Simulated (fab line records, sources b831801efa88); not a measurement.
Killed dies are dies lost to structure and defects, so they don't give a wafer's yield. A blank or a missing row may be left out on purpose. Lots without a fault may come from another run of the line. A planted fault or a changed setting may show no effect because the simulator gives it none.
A struck lot beside a sound one | flow gf180mcu | 15 steps out of a route of 602
Sound: wafers L703.4, L703.5, L703.6. Struck: wafers L707.2, L707.5, L707.6. The cause comes at the end.
At each step with rows: each side's tool, then ch and its chambers, then its first start. Under that, the readings that differ: sound wafers | struck wafers | difference of the means | sigmas: that difference in standard deviations of wafers without a fault.
alike: readings whose means differ by less than 2 such deviations, and words and numbers that are the same on both sides. not compared: withheld readings, readings that some wafer has no value for, bounds like >300 that may hide the same value, and numbers for which the record gives no deviation and whose values overlap.
The two part at a step that has a row with sigmas, a row that says differs or no value, or rows on one side only. Numbers that don't overlap but have no deviation are shown without sigmas and don't part them. A reading that every wafer of one side lacks parts them only if that side has two wafers or more.

first, 9 steps without rows for these wafers: GF_MIM_STRIP_21 (strips in post etch residue remover, time 1200 s); GF_MIM_CLEAN_22 (cleans in DIW); GF_M5_DEHYDRATE_00 (time 60 s); GF_M5_HMDS_01 (prime time 60 s); GF_M5_COAT_02 (resist thk 1000 nm); GF_M5_SOFTBAKE_03 (time 60 s); GF_M5_EXPOSE_04 (exposes mask Metal5, target cd 280 nm); GF_M5_PEB_05 (peb time 90 s); GF_M5_DEVELOP_06 (develop time 60 s).
GF_M5_CD_MEAS_07: target cd 280 nm.
  sound on cd_sem-01, day 26 07:26; struck on cd_sem-01, day 27 10:25
  reading    | sound             | struck            | difference | sigmas
  cd_nm (nm) | 282.5 281.6 281.8 | 278.0 277.4 278.2 | -4.1       | -3
GF_M5_OVL_MEAS_08:
  sound on overlay-02, day 26 07:31; struck on overlay-01, day 27 10:31
  alike: M5_OVL
GF_M5_ETCH_09: etches Si3N4 in CF4/O2, target depth 52 nm, time 11.6 s.
  sound on rie_diel-01 ch 1,2,3, day 26 07:32; struck on rie_diel-01 ch 0,1,2, day 27 10:32
  alike: drypump_motor_current_A, oes_product_au, throttle_valve_pct
  not compared: rf_hours_counter_h
GF_M5_METAL_ETCH_10: etches the open film in Cl2/BCl3, stops on SiO2, target depth 750.8 nm, time 125.1 s.
  sound on rie_metal-04 ch 0,1, day 26 07:36; struck on rie_metal-02 ch 0,1, day 27 10:34
  reading                             | sound                | struck               | difference | sigmas
  oes_product_au (a.u.)               | 0.998 0.993 1.000    | 0.784 0.774 0.762    | -0.224     | -40
  throttle_valve_pct (%)              | 28.208 28.215 28.242 | 28.473 28.474 28.472 | +0.251     | +26
  model.KrF_of_M5_COAT_02.thk_nm (nm) | 651.8 648.6 650.7    | 759.2 760.3 765.6    | +111.3     |
  alike: drypump_motor_current_A
  not compared: rf_hours_counter_h
GF_M5_STRIP_11: strips in O2/N2.
  sound on plasma_asher-02 ch 0,1, day 26 07:43; struck on plasma_asher-02 ch 0,1, day 27 10:42
  reading                      | sound             | struck            | difference | sigmas
  oes_product_au (a.u.)        | 0.524 0.520 0.521 | 0.563 0.570 0.575 | +0.048     | +9
  strip_time_to_endpoint_s (s) | 7.07 7.02 7.06    | 8.12 8.11 8.16    | +1.08      | +23
  alike: drypump_motor_current_A, heater_power_w
  not compared: rf_hours_counter_h
then, 1 step without rows for these wafers: GF_M5_STRIP_12 (strips in post etch residue remover, time 1200 s).

WHERE THEY PART
First at GF_M5_CD_MEAS_07; last, within this record, at GF_M5_STRIP_11.

WHY: what the simulator had put in
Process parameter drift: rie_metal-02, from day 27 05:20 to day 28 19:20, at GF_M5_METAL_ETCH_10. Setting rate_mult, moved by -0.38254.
